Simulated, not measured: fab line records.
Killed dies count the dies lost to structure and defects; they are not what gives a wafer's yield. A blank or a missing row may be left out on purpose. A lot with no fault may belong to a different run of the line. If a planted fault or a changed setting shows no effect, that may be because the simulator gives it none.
The tool behind it: which one? + flow gf180mcu + 6 lots, 18 wafers sampled, at 3 steps of a route of 602

== WHAT EACH GAUGE READ, for each wafer ==
GF_V4_THK_MEAS_03.
| lot  | measured     | on            | V4_CVD_02_THK (nm) |
|------|--------------|---------------|--------------------|
| L124 | day 24 01:13 | film metro-03 | 836 836 852        |
| L127 | day 25 12:52 | film metro-03 | 845 846 846        |
| L128 | day 26 19:44 | film metro-02 | 851 845 860        |
| L131 | day 27 07:56 | film metro-02 | 824 825 819        |
| L136 | day 28 17:58 | film metro-02 | 840 845 843        |
| L145 | day 30 23:13 | film metro-03 | 830 826 831        |

== WHAT TOOL EACH LOT RAN ON (gives the tool, then ch and the chambers of the sampled wafers, and finally the start) ==
| lot  | GF_V3_SPUTTER_21             | GF_V4_CVD_02                    |
|------|------------------------------|---------------------------------|
| L124 | pvd sputter-01, day 23 00:29 | pecvd-02 ch 0,1,2, day 24 01:09 |
| L127 | pvd sputter-02, day 24 13:01 | pecvd-02 ch 0,1,2, day 25 12:48 |
| L128 | pvd sputter-03, day 25 20:41 | pecvd-03 ch 1,2, day 26 19:40   |
| L131 | pvd sputter-02, day 26 08:56 | pecvd-03 ch 0,1,2, day 27 07:52 |
| L136 | pvd sputter-03, day 27 20:23 | pecvd-03 ch 0,1,2, day 28 17:53 |
| L145 | pvd sputter-01, day 30 03:18 | pecvd-04 ch 0,1, day 30 23:08   |
- GF_V3_SPUTTER_21: material Ti, target thk 15 nm, time 80.02 s.
- GF_V4_CVD_02: deposits SiO2 from TEOS, target thk 850 nm, time 94.851 s.

== THE ANSWER, worked out from the rows above alone ==
Rule: usual is defined by the lots themselves. The widest of any qualifying gaps counts: lots, ordered by their means at a reading, are off when they make up no more than a third of the lots, leave a main group of 4 or more, and stand apart from it by 3 or more times the standard deviation of that group's means. A main group whose means are all the same, to the digits that the tables above print for the reading, isn't used. Also off: a lot with no number at a reading for which 4 or more lots have one. Where the step has rows for the other lots, those lots are counted as sound.
None of the lots is off at any reading shown; this tells nothing.

== WHAT THE SIMULATOR PUT IN ==
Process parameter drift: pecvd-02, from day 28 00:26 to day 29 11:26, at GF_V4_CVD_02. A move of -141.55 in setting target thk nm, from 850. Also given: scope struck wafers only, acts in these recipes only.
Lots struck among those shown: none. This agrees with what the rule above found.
